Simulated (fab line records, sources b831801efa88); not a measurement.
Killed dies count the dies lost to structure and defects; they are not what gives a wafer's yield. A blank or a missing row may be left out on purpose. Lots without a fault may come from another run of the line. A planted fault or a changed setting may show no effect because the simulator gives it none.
Struck lot and sound lot, side by side -- flow gf180mcu -- 14 steps out of a route of 602
Sound: the wafers L872.1, L872.2, L872.3. Struck: wafer L887.2 (left out: L887.5, a lot-mate that was not struck); the cause follows at the end.
Order at every step that has rows: each side's tool, ch and its chambers, its first start. Under that, the readings that differ: sound wafers -- struck wafers -- difference of the means -- sigmas: that difference in standard deviations of wafers without a fault.
alike: readings whose means differ by less than 2 such deviations, and words and numbers that are the same on both sides. not compared: withheld readings, readings that some wafer has no value for, bounds like >300 that may hide the same value, and numbers for which the record gives no deviation and whose values overlap.
The two part at a step that has a row with sigmas, a row that says differs or no value, or rows on one side only. Non-overlapping numbers with no deviation appear without sigmas and do not part them. Lack of a reading on every wafer of one side parts them only where that side has two or more wafers.

GF_V1_OVL_MEAS_15:
  sound on overlay-01 at day 17 20:37; struck on overlay-02 at day 23 23:37
  alike: V1_OVL
GF_V1_ETCH_16: etches BARC in N2/H2.
  sound on rieDiel-01 ch 0,2,3, day 17 20:39; struck on rieDiel-01 ch 2, day 23 23:39
  alike: drypumpMotorCurrentA, oesProductAu, throttleValvePct
then, 4 steps without rows for these wafers: GF_V1_ETCH_17 (etches SiO2 in C4F8/O2/Ar, stops on TiN, target depth 630 nm); GF_V1_STRIP_18 (strips in O2/N2); GF_V1_STRIP_19 (strips in post etch residue remover, time 1200 s); GF_V1_CLEAN_20 (cleans in DIW).
GF_V1_SPUTTER_21: material Ti, target thk 15 nm, time 80.02 s.
  sound on pvdSputter-03 at day 17 21:19; struck on pvdSputter-03 at day 24 00:19
reading,sound,struck,difference,sigmas
throttleValvePct (%),29.4 30.2 28.3,32.3,+3.0,+2
then, 1 step without rows for these wafers: GF_V1_SPUTTER_22 (material TiN, target thk 10 nm, time 40 s).
GF_V1_CVD_23: deposits W, target thk 350 nm, time 105.05 s.
  sound on cvdW-02 ch 0,1, day 17 21:25; struck on cvdW-02 ch 1, day 24 00:25
  alike: chamberPressureTorr, heaterPowerW
GF_V1_RS_MEAS_24: measures by four-point-probe.
  sound on filmMetro-02 at day 17 21:32; struck on filmMetro-02 at day 24 00:32
  alike: V1_W_RS
GF_V1_THK_MEAS_25: measures by xrf.
  sound on filmMetro-02 at day 17 21:39; struck on filmMetro-02 at day 24 00:39
  alike: V1_W_THK
GF_V1_CMP_26: polishes, stops on SiO2, t overpolish 15 s, target thk 0 nm.
  sound on cmp-02 ch 0,2,3, day 17 21:59; struck on cmp-02 ch 3, day 24 00:48
  alike: motorCurrentA, overpolishRunS, platenRpm, timeToEndpointS
GF_M2_SPUTTER_00: material Ti, target thk 37.5 nm, time 150 s.
  sound on pvdSputter-01 at day 17 22:17; struck on pvdSputter-01 at day 24 01:00
reading,sound,struck,difference,sigmas
model.Ti_of_M2_SPUTTER_00.thkNm (nm),37.76 37.69 37.59,19.95,-17.73,
  alike: throttleValvePct
GF_M2_SPUTTER_01: material TiN, target thk 30 nm, time 25 s.
  sound on pvdSputter-01 at day 17 22:23; struck on pvdSputter-01 at day 24 01:06
  alike: throttleValvePct

== WHERE THEY PART ==
Within this record, at GF_V1_SPUTTER_21 only. Later steps at which nothing parts them and some readings are alike: GF_V1_CVD_23, GF_V1_RS_MEAS_24, GF_V1_THK_MEAS_25, GF_V1_CMP_26, GF_M2_SPUTTER_00, GF_M2_SPUTTER_01.

WHY: whatever the simulator had introduced
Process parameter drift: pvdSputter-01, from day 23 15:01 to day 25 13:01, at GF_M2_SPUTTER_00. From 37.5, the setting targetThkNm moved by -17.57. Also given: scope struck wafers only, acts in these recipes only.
